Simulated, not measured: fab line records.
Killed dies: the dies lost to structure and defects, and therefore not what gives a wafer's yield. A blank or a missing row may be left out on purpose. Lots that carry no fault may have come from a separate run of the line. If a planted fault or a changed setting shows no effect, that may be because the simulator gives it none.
Which tool is to blame?    flow gf180mcu    72 wafers from 24 lots sampled at 3 of the route's 602 steps

## WHAT THE GAUGES READ, wafer by wafer
GF_PSD_RS_MEAS_14: the measuring method here is four-point-probe.
lot   measured      on             NSD_RS (ohm/sq)
L074  day 14 04:13  film-metro-01  46.00 46.14 46.02
L075  day 14 14:35  film-metro-04  46.13 46.16 46.14
L076  day 14 20:53  film-metro-03  45.93 46.01 45.92
L077  day 15 06:43  film-metro-04  46.16 46.18 46.10
L078  day 15 13:35  film-metro-03  46.16 46.10 46.12
L079  day 15 23:19  film-metro-04  46.02 46.06 46.17
L080  day 16 07:53  film-metro-03  45.97 45.96 46.07
L081  day 16 18:13  film-metro-01  46.08 46.09 45.99
L082  day 17 02:55  film-metro-03  46.17 46.14 46.01
L083  day 17 05:01  film-metro-03  46.11 46.07 46.05
L084  day 17 20:34  film-metro-03  46.01 46.06 45.96
L085  day 18 01:49  film-metro-04  46.11 46.17 46.13
L086  day 18 10:53  film-metro-01  46.13 46.11 46.02
L087  day 18 20:37  film-metro-04  46.02 46.01 46.01
L088  day 19 05:04  film-metro-01  46.20 46.12 46.26
L089  day 19 16:04  film-metro-04  46.00 46.08 46.02
L090  day 19 20:25  film-metro-03  46.05 45.99 46.03
L091  day 20 05:58  film-metro-03  46.15 46.18 46.07
L092  day 20 14:53  film-metro-01  46.24 46.06 46.11
L093  day 20 20:46  film-metro-01  46.24 46.05 46.19
L094  day 21 05:33  film-metro-04  46.05 46.24 46.17
L095  day 21 11:52  film-metro-04  46.22 46.18 46.16
L096  day 22 01:15  film-metro-03  46.15 46.02 46.04
L097  day 22 10:02  film-metro-03  45.98 46.07 45.94

GF_V1_THK_MEAS_25: measures by xrf.
lot   measured      on             V1_W_THK (nm)
L074  day 18 02:13  film-metro-02  355 350 350
L075  day 18 14:13  film-metro-03  346 346 353
L076  day 18 20:56  film-metro-02  349 356 356
L077  day 19 08:05  film-metro-03  352 351 346
L078  day 19 15:52  film-metro-02  348 351 349
L079  day 20 02:43  film-metro-02  351 359 354
L080  day 20 12:38  film-metro-03  357 354 353
L081  day 20 22:12  film-metro-01  351 345 350
L082  day 21 09:44  film-metro-02  358 350 358
L083  day 21 10:43  film-metro-01  354 349 350
L084  day 22 02:13  film-metro-03  346 345 355
L085  day 22 08:58  film-metro-03  351 351 349
L086  day 22 17:35  film-metro-01  356 351 350
L087  day 23 02:37  film-metro-03  347 345 342
L088  day 23 10:38  film-metro-01  357 357 362
L089  day 23 19:18  film-metro-03  350 350 354
L090  day 24 00:37  film-metro-02  342 344 344
L091  day 24 10:08  film-metro-02  352 354 352
L092  day 24 15:37  film-metro-03  347 347 344
L093  day 24 20:37  film-metro-01  358 359 354
L094  day 25 02:34  film-metro-01  351 359 354
L095  day 25 11:07  film-metro-01  358 360 361
L096  day 25 21:23  film-metro-01  357 359 355
L097  day 26 07:46  film-metro-02  348 348 350

## EACH LOT AND THE TOOL THAT RAN IT (in order: tool; ch and the chambers of the sampled wafers; start)
lot   GF_SAB_STRIP_13
L074  plasma-asher-03 ch 0,1, day 15 01:55
L075  plasma-asher-03 ch 0, day 15 12:40
L076  plasma-asher-02 ch 0,1, day 15 18:17
L077  plasma-asher-02 ch 0,1, day 16 05:17
L078  plasma-asher-02 ch 0,1, day 16 12:16
L079  plasma-asher-03 ch 0,1, day 16 22:20
L080  plasma-asher-02 ch 0, day 17 06:10
L081  plasma-asher-01 ch 0,1, day 17 16:45
L082  plasma-asher-02 ch 0,1, day 18 03:01
L083  plasma-asher-01 ch 0,1, day 18 04:34
L084  plasma-asher-02 ch 0,1, day 18 21:01
L085  plasma-asher-03 ch 0,1, day 19 01:40
L086  plasma-asher-02 ch 0,1, day 19 11:08
L087  plasma-asher-02 ch 0,1, day 19 21:20
L088  plasma-asher-03 ch 0, day 20 06:20
L089  plasma-asher-01 ch 0,1, day 20 16:31
L090  plasma-asher-01 ch 0,1, day 20 21:40
L091  plasma-asher-02 ch 0,1, day 21 07:07
L092  plasma-asher-01 ch 0,1, day 21 15:13
L093  plasma-asher-03 ch 0,1, day 21 20:31
L094  plasma-asher-02 ch 0,1, day 22 05:29
L095  plasma-asher-01 ch 0,1, day 22 11:43
L096  plasma-asher-03 ch 0,1, day 23 01:13
L097  plasma-asher-01 ch 0,1, day 23 09:50
- GF_SAB_STRIP_13: strips in O2/N2.

## AS READ BY THE TOOLS THEMSELVES (means over the sampled wafers that have a number; for cases with no such wafer, the mark the record gives instead)
GF_SAB_STRIP_13.
lot   tool             chamber-pressure-mTorr (mTorr)  drypump-motor-current-A (A)  heater-power-w (W)  oes-product-au (a.u.)  strip-time-to-endpoint-s (s)
L074  plasma-asher-03  1502.5                          6.1                          329                 0.714                  12.63
L075  plasma-asher-03  1500.5                          6.3                          297                 0.707                  12.69
L076  plasma-asher-02  1499.1                          5.6                          302                 0.712                  12.66
L077  plasma-asher-02  1501.6                          5.6                          309                 0.706                  12.62
L078  plasma-asher-02  1500.3                          5.6                          309                 0.711                  12.63
L079  plasma-asher-03  1499.4                          6.2                          329                 0.710                  12.62
L080  plasma-asher-02  1499.7                          5.6                          308                 0.705                  12.69
L081  plasma-asher-01  1501.5                          6.3                          311                 0.709                  12.66
L082  plasma-asher-02  1499.7                          5.6                          303                 0.709                  12.63
L083  plasma-asher-01  1501.0                          6.2                          328                 0.707                  12.62
L084  plasma-asher-02  1501.6                          5.6                          302                 0.710                  12.57
L085  plasma-asher-03  1498.6                          6.2                          315                 0.711                  12.60
L086  plasma-asher-02  1500.9                          5.6                          306                 0.711                  12.65
L087  plasma-asher-02  1500.1                          5.6                          305                 0.709                  12.59
L088  plasma-asher-03  1500.0                          6.3                          298                 0.710                  12.60
L089  plasma-asher-01  1500.9                          6.2                          326                 0.709                  12.54
L090  plasma-asher-01  1500.2                          6.3                          312                 0.714                  12.60
L091  plasma-asher-02  1499.8                          5.6                          305                 0.714                  12.59
L092  plasma-asher-01  1498.8                          6.3                          309                 0.711                  12.62
L093  plasma-asher-03  1502.2                          6.2                          331                 0.706                  12.67
L094  plasma-asher-02  1500.0                          5.6                          306                 0.707                  12.68
L095  plasma-asher-01  1500.8                          6.3                          315                 0.711                  12.62
L096  plasma-asher-03  1501.6                          6.2                          315                 0.713                  12.58
L097  plasma-asher-01  1498.1                          6.1                          330                 0.711                  12.65

## THE ANSWER, worked out from the rows above alone
Rule: usual is defined by the lots themselves. The widest of any qualifying gaps counts: lots, ordered by their means at a reading, are off when they make up no more than a third of the lots, leave a main group of 4 or more, and stand apart from it by 3 or more times the standard deviation of that group's means. The tables above print the reading to a certain number of digits; a main group whose means all agree to those digits is not used. A lot without any number at a reading at which 4 lots or more have one is off too. The other lots that the step has rows for count as sound. The gauges are gone through in route order, then the tools' own readings, and for those a lot's mean is taken as printed above. The first step at which some lot is off is used, and at that step the reading that is off furthest; a lot without a number counts as furthest.
None of the lots is off at any reading shown; this tells nothing.

## WHAT THE SIMULATOR HAD PUT IN
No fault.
